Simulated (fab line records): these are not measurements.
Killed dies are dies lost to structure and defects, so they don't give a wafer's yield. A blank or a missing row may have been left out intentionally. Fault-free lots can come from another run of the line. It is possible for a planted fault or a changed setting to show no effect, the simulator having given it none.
Which of the tools did it? + flow gf180mcu + 6 lots, 18 wafers sampled, at 2 steps of a route of 602

## WHAT THE GAUGES SHOWED, per wafer
GF_POLY_GATE_THK_MEAS_01.
| lot  | measured     | on            | POLY_GATE_CVD_00_THK (nm) |
|------|--------------|---------------|---------------------------|
| L212 | day 8 22:02  | film metro-04 | 201.5 203.1 202.4         |
| L214 | day 9 04:52  | film metro-04 | 200.3 199.6 199.5         |
| L218 | day 10 04:23 | film metro-04 | 201.9 201.5 201.3         |
| L220 | day 11 01:47 | film metro-01 | 199.7 197.6 197.5         |
| L228 | day 13 05:11 | film metro-01 | 300.9 299.9 302.5         |
| L232 | day 15 05:13 | film metro-04 | 200.0 198.2 199.5         |

## EACH LOT AND THE TOOL THAT RAN IT (in order: tool; ch and the chambers of the sampled wafers; start)
| lot  | GF_POLY_GATE_CVD_00         |
|------|-----------------------------|
| L212 | lpcvd-01 ch 1, day 8 20:41  |
| L214 | lpcvd-01 ch 0, day 9 03:31  |
| L218 | lpcvd-01 ch 0, day 10 03:04 |
| L220 | lpcvd-01 ch 1, day 10 23:47 |
| L228 | lpcvd-02 ch 1, day 13 03:50 |
| L232 | lpcvd-01 ch 0, day 15 03:52 |
- GF_POLY_GATE_CVD_00: deposits poly-Si, target thk 200 nm, time 1200 s.

## THE ANSWER, worked out from the rows above alone
Rule: the lots themselves supply what counts as usual. The widest of any qualifying gaps counts: lots, ordered by their means at a reading, are off when they make up no more than a third of the lots, leave a main group of 4 or more, and stand apart from it by 3 or more times the standard deviation of that group's means. If all means in a main group match to the digits the tables above print for the reading, that group is not used. A lot without any number at a reading at which 4 lots or more have one is off too. Where the step has rows for the other lots, those lots are counted as sound.
Off: L228, seen at GF_POLY_GATE_THK_MEAS_01 (POLY_GATE_CVD_00_THK). For the main group the mean is 200.2 nm and the standard deviation 1.5.
If a tool, at a process step before that reading, ran all the lots that are off and no sound lot after the first of them, it fits. Those tools and the gauges at GF_POLY_GATE_THK_MEAS_01 are tried in the same way. 2 tools fit, lpcvd-02 at GF_POLY_GATE_CVD_00 and film metro-01 at GF_POLY_GATE_THK_MEAS_01, so this cannot tell which one it is.

## WHAT THE SIMULATOR PUT IN
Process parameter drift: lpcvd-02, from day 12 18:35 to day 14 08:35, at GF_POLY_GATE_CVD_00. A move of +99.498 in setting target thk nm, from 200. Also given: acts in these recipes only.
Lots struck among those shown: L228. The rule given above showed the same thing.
